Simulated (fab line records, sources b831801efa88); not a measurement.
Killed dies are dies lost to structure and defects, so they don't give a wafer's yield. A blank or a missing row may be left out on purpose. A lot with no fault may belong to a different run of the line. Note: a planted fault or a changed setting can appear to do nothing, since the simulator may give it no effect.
Struck lot and sound lot, side by side -- flow sky130 -- 20 steps out of a route of 708
Sound: wafers L214.2, L214.3, L214.6. Wafers L220.1, L220.3, L220.4 were the ones struck. The cause is given at the end.
Order at every step that has rows: each side's tool, ch and its chambers, its first start. Under that, the readings that differ: sound wafers -- struck wafers -- difference of the means -- sigmas: that difference in standard deviations of wafers without a fault.
alike: readings with means less than 2 such deviations apart, plus words and numbers identical on both sides. not compared: withheld readings, readings lacking a value on some wafer, bounds such as >300 that could conceal the same value, and numbers that have no deviation in the record and whose values overlap.
Wherever a step has rows on one side only, a row that says differs or no value, or a row with sigmas, the two part there. Numbers that have no deviation but don't overlap get no sigmas and don't part them. Lack of a reading on every wafer of one side parts them only where that side has two or more wafers.

first, 1 step without rows for these wafers: SKY_NWELL_IMPLANT_24.
SKY_NWELL_STRIP_25: strips in O2/N2.
  sound on plasma_asher-01 ch 0, day 6 10:52; struck on plasma_asher-01 ch 0,1, day 8 08:52
  alike: drypump_motor_current_A, oes_product_au, strip_time_to_endpoint_s
  not compared: rf_hours_counter_h
SKY_NWELL_TW_MEAS_26:
  sound: film_metro-01 at day 6 10:58; struck: film_metro-01 at day 8 08:58
  alike: NWELL_2_TW
then, 1 step without rows for these wafers: SKY_NWELL_CLEAN_27 (cleans in SC1/SC2, time 150 s).
SKY_NWELL_RTA_28: time 30 s.
  sound on rtp_anneal-02 ch 0, day 6 11:05; struck on rtp_anneal-01 ch 0, day 8 09:05
  alike: chamber_o2_ppm, lamp_power_pct, ramp_up_c_per_s, wafer_temp_C_max
SKY_NWELL_RS_MEAS_29: uses a four-point probe to measure.
  sound: film_metro-02 at day 6 11:11; struck: film_metro-04 at day 8 09:11
  alike: NWELL_RS
SKY_NWELL_RS_MEAS_31: uses a four-point probe to measure.
  sound: film_metro-02 at day 6 11:26; struck: film_metro-04 at day 8 09:25
  alike: PWDE_RS
then, 4 steps without rows for these wafers: SKY_VT_ADJUST_HVTP_DEHYDRATE_00 (time 60 s); SKY_VT_ADJUST_HVTP_HMDS_01 (prime time 60 s); SKY_VT_ADJUST_HVTP_COAT_02 (resist thk 1140 nm); SKY_VT_ADJUST_HVTP_SOFTBAKE_03 (time 60 s).
SKY_VT_ADJUST_HVTP_EXPOSE_04: exposes mask HVTPM, target cd 380 nm.
  sound on iline_stepper-01 ch 0, day 6 20:25; struck on iline_stepper-02 ch 0, day 8 20:25
reading,sound,struck,difference,sigmas
mask,HVTPM#0 HVTPM#0 HVTPM#0,NWM_COMPLEMENT#0 NWM_COMPLEMENT#0 NWM_COMPLEMENT#0,differs,
then, 2 steps without rows for these wafers: SKY_VT_ADJUST_HVTP_PEB_05; SKY_VT_ADJUST_HVTP_DEVELOP_06 (develop time 60 s).
SKY_VT_ADJUST_HVTP_CD_MEAS_07: the cd target is 380 nm.
  sound: cd_sem-01 at day 7 05:20; struck: cd_sem-01 at day 9 07:11
reading,sound,struck,difference,sigmas
cd_nm (nm),379.4 377.7 379.4,- - -,no value on the struck wafers,
SKY_VT_ADJUST_HVTP_OVL_MEAS_08:
  sound: overlay-02 at day 7 05:27; struck: overlay-02 at day 9 07:18
reading,sound,struck,difference,sigmas
VT_ADJUST_HVTP_OVL (nm),3.0 1.8 0.9,- - -,no value on the struck wafers,
next, for these wafers, 1 step has no rows: SKY_VT_ADJUST_HVTP_IMPLANT_09.
SKY_VT_ADJUST_HVTP_STRIP_10: strips in O2/N2.
  sound on plasma_asher-02 ch 1, day 7 05:38; struck on plasma_asher-01 ch 0,1, day 9 07:29
  alike: drypump_motor_current_A, oes_product_au, strip_time_to_endpoint_s
  not compared: rf_hours_counter_h
SKY_VT_ADJUST_HVTP_TW_MEAS_11:
  sound: film_metro-03 at day 7 05:44; struck: film_metro-01 at day 9 07:35
reading,sound,struck,difference,sigmas
VT_ADJUST_HVTP_TW,1338 1342 1343,30 30 30,-1311,-99 or more
then, 1 step without rows for these wafers: SKY_VT_ADJUST_LVTN_DEHYDRATE_00 (time 60 s).

== WHERE THEY PART ==
Earliest at SKY_VT_ADJUST_HVTP_EXPOSE_04; latest, in this record, at SKY_VT_ADJUST_HVTP_TW_MEAS_11.

WHY: what had been put in by the simulator
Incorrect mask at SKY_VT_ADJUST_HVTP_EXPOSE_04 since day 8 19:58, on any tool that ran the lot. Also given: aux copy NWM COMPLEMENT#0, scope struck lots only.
